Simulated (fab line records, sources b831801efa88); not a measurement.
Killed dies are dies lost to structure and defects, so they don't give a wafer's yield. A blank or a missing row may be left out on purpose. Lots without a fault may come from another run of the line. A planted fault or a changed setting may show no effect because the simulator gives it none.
fab line records | flow sky130 | part 2 of 2: steps 30 to 39 of 39
record lots=5 wafers=15 last_day=50
route steps=708 shown METAL3@565 VIA3@573 METAL4@598 CAP2M@603
lots that met no fault: from a run of the same line without faults
start_h: hours from the record's first day to the start of the lot's first wafer shown | wait_h: hours since the lot's step before | " the same as in the row above | L1.1+2: a row that stands for several wafers | - no value, or no start given | * or withheld: withheld | < > ~ a bound
route shown NAME@n: a module of which the file shows steps, and the number in the route of the first | usual: mean/standard deviation of fault-free wafers | same: alike in all rows | chamber/n: place in a boat | sites: the reading at each site | _std_site: their standard deviation | _edge_site: outer sites' mean less inner sites' | radius_mm: how far each site lies from the wafer's centre | mask NAME#n: copy n | behind: the tool/chamber that last shaped the wafer | hold: why the lot was held/for how many hours/how that ended | device: the transistor (n, p or np) that didn't switch | end of line: the same wafers' tests at the end of the route | a step without rows: its recipe alone | killed: dies lost to structure and defects at the first sort, not the wafer's yield | map: a wafer's dies, x killed, . not, _ none there
set.NAME: the setting as run; set.NAME@STEP: as run at that earlier step | model.NAME: the simulator's own value behind a step, which no gauge read
lots at some steps of the route; a table a step, a row a wafer
services: from which hour (start_h, from the record's first day; less than 0 if before it) a tool's chamber was out of use, for how many hours, and why
## steps
# step SKY_VIA3_CVD_21
# recipe material=W target_thk_nm=390 time_s=117.31 temp_c=400 pressure_torr=40
# usual heater_power_w=884/41
# columns lot.wafer tool chamber start_h wait_h heater_power_w
L075.2 cvd_w-01 1 926.09 0.0 931
L075.3 " 0 " " 808
L075.4 " 1 " " 942
L076.1 cvd_w-01 1 935.86 0.0 931
L076.2 " 0 " " 832
L076.6 " 1 " " 944
L092.1 cvd_w-01 1 1041.13 0.0 931
L092.3 " 0 " " 858
L092.6 " 0 " " 842
L091.1 cvd_w-01 0 1044.78 0.0 843
L091.3 " 1 " " 928
L091.6 " 0 " " 846
L096.3 cvd_w-02 1 1068.80 0.1 916
L096.4 " 0 " " 860
L096.6 " 0 " " 871
# step SKY_VIA3_RS_MEAS_22
# recipe thk_meas_gauge=four-point-probe reads=W_of_VIA3_CVD_21+TiN_of_VIA3_SPUTTER_20
# usual VIA3_W_RS=0.295/0.0036
# columns lot.wafer tool chamber start_h wait_h VIA3_W_RS[ohm/sq]
L075.2 film_metro-02 - 926.23 0.1 0.293
L075.3 " - " " 0.299
L075.4 " - " " 0.297
L076.1 film_metro-04 - 935.98 0.1 0.297
L076.2 " - " " 0.299
L076.6 " - " " 0.296
L092.1 film_metro-01 - 1041.25 0.1 0.291
L092.3 " - " " 0.295
L092.6 " - " " 0.292
L091.1 film_metro-02 - 1044.90 0.1 0.294
L091.3 " - " " 0.297
L091.6 " - " " 0.296
L096.3 film_metro-01 - 1068.92 0.1 0.300
L096.4 " - " " 0.291
L096.6 " - " " 0.294
# step SKY_VIA3_THK_MEAS_23
# recipe thk_meas_gauge=xrf reads=W_of_VIA3_CVD_21
# usual VIA3_W_THK=397/5.8
# columns lot.wafer tool chamber start_h wait_h VIA3_W_THK[nm]
L075.2 film_metro-02 - 926.34 0.1 403
L075.3 " - " " 396
L075.4 " - " " 398
L076.1 film_metro-04 - 936.10 0.1 392
L076.2 " - " " 390
L076.6 " - " " 394
L092.1 film_metro-01 - 1041.37 0.1 399
L092.3 " - " " 396
L092.6 " - " " 401
L091.1 film_metro-02 - 1045.02 0.1 399
L091.3 " - " " 396
L091.6 " - " " 397
L096.3 film_metro-01 - 1069.02 0.1 386
L096.4 " - " " 397
L096.6 " - " " 394
# step SKY_VIA3_CMP_24
# recipe stop_on=SiO2 t_overpolish_s=20 down_force_psi=3.5 platen_rpm=60 target_thk_nm=0 pad_velocity_m_s=0.94248
# usual motor_current_A=11.6/0.99 overpolish_run_s=19.999/0.0085 time_to_endpoint_s=92/3.6
# columns lot.wafer tool chamber start_h wait_h motor_current_A overpolish_run_s time_to_endpoint_s
L075.3 cmp-02 3 926.54 0.2 12.7 19.993 92
L075.2 " 0 " " 10.5 20.008 89
L075.4 " 2 " " 11.1 19.999 90
L076.1 cmp-02 1 936.21 0.1 10.2 20.016 90
L076.2 " 2 " " 11.4 20.002 91
L076.6 " 0 " " 10.4 19.995 90
L092.1 cmp-02 1 1041.53 0.1 10.1 20.001 93
L092.3 " 2 " " 11.3 20.000 90
L092.6 " 0 " " 10.3 19.988 88
L091.3 cmp-02 0 1045.08 0.0 10.4 19.997 90
L091.1 " 2 " " 11.2 20.011 91
L091.6 " 1 " " 10.4 19.999 93
L096.3 cmp-02 0 1069.06 0.0 10.8 20.008 83
L096.4 " 1 " " 9.9 20.002 89
L096.6 " 0 " " 11.1 20.006 81
# step SKY_METAL4_SPUTTER_00
# recipe material=Ti target_thk_nm=15 power_w=3000 time_s=10 chamber_pressure_pa=0.4
# usual throttle_valve_pct=30.7/1.5
# columns lot.wafer tool chamber start_h wait_h throttle_valve_pct
L075.2 pvd_sputter-04 - 926.84 0.2 29.4
L075.3 " - " " 32.0
L075.4 " - " " 31.4
L076.1 pvd_sputter-04 - 936.46 0.2 30.9
L076.2 " - " " 31.5
L076.6 " - " " 32.1
L092.1 pvd_sputter-03 - 1041.73 0.1 32.2
L092.3 " - " " 27.3
L092.6 " - " " 27.4
L091.1 pvd_sputter-04 - 1045.38 0.1 29.5
L091.3 " - " " 31.8
L091.6 " - " " 31.2
L096.3 pvd_sputter-04 - 1069.36 0.2 32.2
L096.4 " - " " 31.3
L096.6 " - " " 31.9
# step SKY_METAL4_SPUTTER_01
# recipe material=TiN target_thk_nm=20 power_w=6500 time_s=16.7 chamber_pressure_pa=0.4
# usual throttle_valve_pct=30.7/1.5
# columns lot.wafer tool chamber start_h wait_h throttle_valve_pct
L075.2 pvd_sputter-04 - 926.87 0.0 29.5
L075.3 " - " " 32.4
L075.4 " - " " 31.4
L076.1 pvd_sputter-04 - 936.48 0.0 31.0
L076.2 " - " " 31.4
L076.6 " - " " 31.8
L092.1 pvd_sputter-03 - 1041.76 0.0 31.9
L092.3 " - " " 27.1
L092.6 " - " " 27.1
L091.1 pvd_sputter-04 - 1045.40 0.0 29.4
L091.3 " - " " 32.0
L091.6 " - " " 31.5
L096.3 pvd_sputter-04 - 1069.38 0.0 32.1
L096.4 " - " " 31.6
L096.6 " - " " 32.1
# step SKY_METAL4_SPUTTER_02
# recipe material=AlCu target_thk_nm=735 power_w=10600 time_s=39.1 chamber_pressure_pa=0.4
# usual throttle_valve_pct=30.7/1.5
# columns lot.wafer tool chamber start_h wait_h throttle_valve_pct
L075.2 pvd_sputter-04 - 926.89 0.0 29.2
L075.3 " - " " 32.3
L075.4 " - " " 31.3
L076.1 pvd_sputter-04 - 936.51 0.0 30.6
L076.2 " - " " 31.6
L076.6 " - " " 32.2
L092.1 pvd_sputter-03 - 1041.78 0.0 32.1
L092.3 " - " " 27.3
L092.6 " - " " 27.2
L091.1 pvd_sputter-04 - 1045.43 0.0 29.5
L091.3 " - " " 32.2
L091.6 " - " " 31.4
L096.3 pvd_sputter-04 - 1069.41 0.0 31.9
L096.4 " - " " 31.2
L096.6 " - " " 32.1
# step SKY_METAL4_SPUTTER_03
# recipe material=Ti target_thk_nm=5 power_w=3000 time_s=3.3 chamber_pressure_pa=0.4
# usual throttle_valve_pct=30.7/1.4
# columns lot.wafer tool chamber start_h wait_h throttle_valve_pct
L075.2 pvd_sputter-04 - 926.93 0.0 29.4
L075.3 " - " " 32.1
L075.4 " - " " 31.3
L076.1 pvd_sputter-04 - 936.55 0.0 30.6
L076.2 " - " " 31.3
L076.6 " - " " 32.0
L092.1 pvd_sputter-03 - 1041.82 0.0 32.1
L092.3 " - " " 27.2
L092.6 " - " " 27.2
L091.1 pvd_sputter-04 - 1045.47 0.0 29.4
L091.3 " - " " 32.1
L091.6 " - " " 31.5
L096.3 pvd_sputter-04 - 1069.45 0.0 32.1
L096.4 " - " " 31.2
L096.6 " - " " 31.8
# step SKY_METAL4_SPUTTER_04
# recipe material=TiN target_thk_nm=70 power_w=6500 time_s=58.3 chamber_pressure_pa=0.4
# usual throttle_valve_pct=30.7/1.4
# columns lot.wafer tool chamber start_h wait_h throttle_valve_pct
L075.2 pvd_sputter-04 - 926.95 0.0 29.4
L075.3 " - " " 32.1
L075.4 " - " " 31.6
L076.1 pvd_sputter-04 - 936.57 0.0 30.7
L076.2 " - " " 31.8
L076.6 " - " " 32.4
L092.1 pvd_sputter-03 - 1041.84 0.0 31.9
L092.3 " - " " 27.6
L092.6 " - " " 27.8
L091.1 pvd_sputter-04 - 1045.49 0.0 29.3
L091.3 " - " " 31.9
L091.6 " - " " 31.5
L096.3 pvd_sputter-04 - 1069.47 0.0 31.8
L096.4 " - " " 31.1
L096.6 " - " " 31.9
# step SKY_CAP2M_CVD_00
# recipe material=SiO2 target_thk_nm=15.5 temp_c=400 time_s=withheld rf_w=450
# usual heater_power_w=646/82
# columns lot.wafer tool chamber start_h wait_h heater_power_w
L075.2 pecvd-03 1 927.00 0.0 588
L075.3 " 0 " " 508
L075.4 " 0 " " 519
L076.1 pecvd-02 2 936.62 0.0 645
L076.2 " 1 " " 705
L076.6 " 2 " " 662
L092.1 pecvd-04 0 1041.89 0.0 687
L092.3 " 1 " " 524
L092.6 " 1 " " 511
L091.1 pecvd-02 1 1045.54 0.0 675
L091.3 " 2 " " 729
L091.6 " 1 " " 705
L096.3 pecvd-03 1 1069.52 0.0 682
L096.4 " 1 " " 652
L096.6 " 2 " " 749
## services
# columns tool chamber start_h hours kind
cvd_w-01 - 876.97 6.9 pm
rie_diel-01 3 883.47 2.9 repair
krf_scanner-02 - 885.13 1.3 pm
rie_metal-02 - 892.69 0.2 repair
rie_metal-02 - 902.49 0.6 repair
hdpcvd-02 2 905.99 13.6 repair
krf_scanner-02 - 910.03 1.0 pm
cmp-02 - 912.00 4.0 pm
rie_diel-01 3 917.72 3.3 repair
rie_diel-04 1 921.61 5.1 repair
hdpcvd-02 0 940.23 1.9 repair
krf_scanner-02 - 945.95 0.8 pm
hdpcvd-02 - 950.36 15.0 pm
wet_bench-01 - 955.21 5.2 repair
rie_diel-01 2 960.98 3.5 repair
plasma_asher-04 - 965.02 0.9 repair
pvd_sputter-04 - 966.36 3.0 repair
cmp-02 - 975.51 3.1 repair
wet_bench-02 - 976.66 6.1 repair
rie_diel-01 3 994.35 7.9 repair
plasma_asher-04 - 1021.13 15.6 pm
wet_bench-04 - 1024.39 2.1 repair
plasma_asher-04 - 1055.34 9.0 pm
rie_diel-01 2 1064.35 8.5 repair
